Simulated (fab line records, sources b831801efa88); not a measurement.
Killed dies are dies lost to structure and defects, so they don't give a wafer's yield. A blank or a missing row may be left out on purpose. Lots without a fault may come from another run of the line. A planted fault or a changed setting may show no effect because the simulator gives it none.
Which tool did it? | flow sky130 | 6 lots, 18 wafers sampled, at 4 steps of a route of 708

WHAT THE GAUGES READ, wafer by wafer
SKY_VT_ADJUST_NCORE_TW_MEAS_11.
lot  | measured     | on            | VT_ADJUST_NCORE_TW
L685 | day 8 21:12  | film_metro-01 | 221.9 221.7 222.4
L688 | day 9 23:26  | film_metro-01 | 30.2 30.1 30.3
L699 | day 13 00:49 | film_metro-01 | 221.1 222.6 221.8
L702 | day 14 02:14 | film_metro-03 | 219.6 221.8 219.5
L704 | day 14 16:31 | film_metro-04 | 222.0 222.5 221.9
L706 | day 15 06:13 | film_metro-04 | 219.7 221.7 221.3

WHICH TOOL RAN EACH LOT (tool, then ch and the chambers of the sampled wafers, then the start)
lot  | SKY_VT_ADJUST_HVTP_STRIP_10          | SKY_VT_ADJUST_LVTN_STRIP_20          | SKY_VT_ADJUST_NCORE_STRIP_10
L685 | plasma_asher-01 ch 0,1, day 6 08:10  | plasma_asher-02 ch 0,1, day 7 23:38  | plasma_asher-04 ch 0,1, day 8 21:06
L688 | plasma_asher-01 ch 0,1, day 7 06:37  | plasma_asher-02 ch 0,1, day 9 00:35  | plasma_asher-04 ch 0,1, day 9 23:21
L699 | plasma_asher-01 ch 0,1, day 10 01:43 | plasma_asher-01 ch 0,1, day 11 23:55 | plasma_asher-01 ch 0,1, day 13 00:43
L702 | plasma_asher-02 ch 0,1, day 10 23:05 | plasma_asher-04 ch 0,1, day 12 23:59 | plasma_asher-03 ch 0,1, day 14 02:09
L704 | plasma_asher-02 ch 0,1, day 11 12:38 | plasma_asher-02 ch 0,1, day 13 14:41 | plasma_asher-01 ch 0,1, day 14 16:26
L706 | plasma_asher-03 ch 0,1, day 11 23:55 | plasma_asher-01 ch 0,1, day 14 02:56 | plasma_asher-04 ch 0,1, day 15 06:06
- SKY_VT_ADJUST_HVTP_STRIP_10: strips in O2/N2.
- SKY_VT_ADJUST_LVTN_STRIP_20: strips in O2/N2.
- SKY_VT_ADJUST_NCORE_STRIP_10: strips in O2/N2.

THE ANSWER, worked out from the rows above alone
Rule: what is usual is taken from the lots themselves. Put in order of their means at a reading, lots are off if they are a third of the lots or fewer, leave a main group of 4 or more, and stand apart from it by a gap of 3 or more times the standard deviation of the main group's means; of several such gaps the widest counts. A main group whose means are all the same, to the digits that the tables above print for the reading, isn't used. A lot without any number at a reading at which 4 lots or more have one is off too. The other lots that the step has rows for count as sound.
Off: L688, at SKY_VT_ADJUST_NCORE_TW_MEAS_11 (VT_ADJUST_NCORE_TW). The main group: mean 221.4, standard deviation 0.71.
A tool fits if, at a process step before that reading, it ran every lot that is off, and no sound lot after the first of them. The gauges at SKY_VT_ADJUST_NCORE_TW_MEAS_11 are tried like those tools. None of those tried fits.

WHAT THE SIMULATOR HAD PUT IN
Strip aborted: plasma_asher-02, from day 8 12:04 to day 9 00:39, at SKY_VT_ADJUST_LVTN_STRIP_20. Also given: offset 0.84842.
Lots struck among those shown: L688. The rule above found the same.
